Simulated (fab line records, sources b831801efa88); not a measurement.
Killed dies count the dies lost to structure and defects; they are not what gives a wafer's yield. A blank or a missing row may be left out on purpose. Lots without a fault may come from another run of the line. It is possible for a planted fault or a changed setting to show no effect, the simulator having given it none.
Comparing a struck lot with a sound one | flow sky130 | 15 steps out of a route of 708
Sound: the wafers L897.1, L897.2, L897.3. Struck: wafer L899.5. (L899.3, L899.4 of the same lot were not struck and are left out.) The cause comes at the end.
For every step that has rows: the tool of each side, followed by ch and its chambers, followed by its first start. Under that, the readings that differ: sound wafers | struck wafers | difference of the means | sigmas: that difference in standard deviations of wafers without a fault.
alike: a reading whose means differ by less than 2 such deviations, as well as words and numbers matching on both sides. not compared: withheld readings; readings where some wafer has no value; bounds like >300 that might hide an equal value; numbers whose values overlap and for which the record gives no deviation.
The two part at a step that has a row with sigmas, a row that says differs or no value, or rows on one side only. When numbers do not overlap yet have no deviation, they are printed without sigmas and do not part them. A reading that every wafer of one side lacks parts them only if that side has two wafers or more.

first, 4 steps without rows for these wafers: SKY_VIA3_STRIP_16 (strips in O2/N2); SKY_VIA3_STRIP_17 (strips in post etch residue remover, time 1200 s); SKY_VIA3_CLEAN_18 (cleans in IPA, time 180 s); SKY_VIA3_CLEAN_19 (cleans in O3/DIW).
SKY_VIA3_SPUTTER_20: material TiN, target thk 20 nm, time 80 s.
  sound on pvd_sputter-01, day 42 09:46; struck on pvd_sputter-01, day 42 17:47
  alike: throttle_valve_pct
then, 1 step without rows for these wafers: SKY_VIA3_CVD_21 (deposits W, target thk 390 nm, time 117.31 s).
SKY_VIA3_RS_MEAS_22: the measuring method here is four-point-probe.
  sound on film_metro-02, day 42 09:58; struck on film_metro-03, day 42 18:01
  alike: VIA3_W_RS
SKY_VIA3_THK_MEAS_23: measures by xrf.
  sound on film_metro-02, day 42 10:05; struck on film_metro-03, day 42 18:07
  alike: VIA3_W_THK
SKY_VIA3_CMP_24: polishes, stops on SiO2, t overpolish 20 s, target thk 0 nm.
  sound on cmp-02 ch 0,1,2, day 42 10:48; struck on cmp-01 ch 2, day 42 18:09
  alike: motor_current_A, overpolish_run_s, time_to_endpoint_s
SKY_METAL4_SPUTTER_00: material Ti, target thk 15 nm, time 10 s.
  sound on pvd_sputter-04, day 42 11:06; struck on pvd_sputter-02, day 42 18:27
  alike: throttle_valve_pct
then, 1 step without rows for these wafers: SKY_METAL4_SPUTTER_01 (material TiN, target thk 20 nm, time 16.7 s).
SKY_METAL4_SPUTTER_02: material AlCu, target thk 735 nm, time 39.1 s.
  sound on pvd_sputter-04, day 42 11:09; struck on pvd_sputter-02, day 42 18:29
  alike: throttle_valve_pct
SKY_METAL4_SPUTTER_03: material Ti, target thk 5 nm, time 3.3 s.
  sound on pvd_sputter-04, day 42 11:11; struck on pvd_sputter-02, day 42 18:32
  alike: throttle_valve_pct
  not compared: model.Ti_of_METAL4_SPUTTER_03.thk_nm
SKY_METAL4_SPUTTER_04: material TiN, target thk 70 nm, time 58.3 s.
  sound on pvd_sputter-04, day 42 11:12; struck on pvd_sputter-02, day 42 18:33
  alike: throttle_valve_pct
-- the record jumps here: 6 days lie between the struck wafers' starts before and after (it left off in module METAL4 and takes up again in module PAD_OPEN, whose first step shown is number 708 of the route) --
SKY_PAD_OPEN_PROBE_99:
  sound on prober-01, day 48 04:40; struck on prober-02, day 48 10:53
  alike: defect_limited_yield, killed_at_M0_to_M3, killed_at_M4_up, killed_at_contacts, killed_at_front_end, killed_at_other, killed_dies, killed_open, killed_short, sort_bin_3_pad_short, sort_bin_5_function, sort_bin_6_memory, sort_n_pass, sort_yield_pct

== WHERE THEY PART ==
Nowhere in this record.

WHY: what the simulator had put in
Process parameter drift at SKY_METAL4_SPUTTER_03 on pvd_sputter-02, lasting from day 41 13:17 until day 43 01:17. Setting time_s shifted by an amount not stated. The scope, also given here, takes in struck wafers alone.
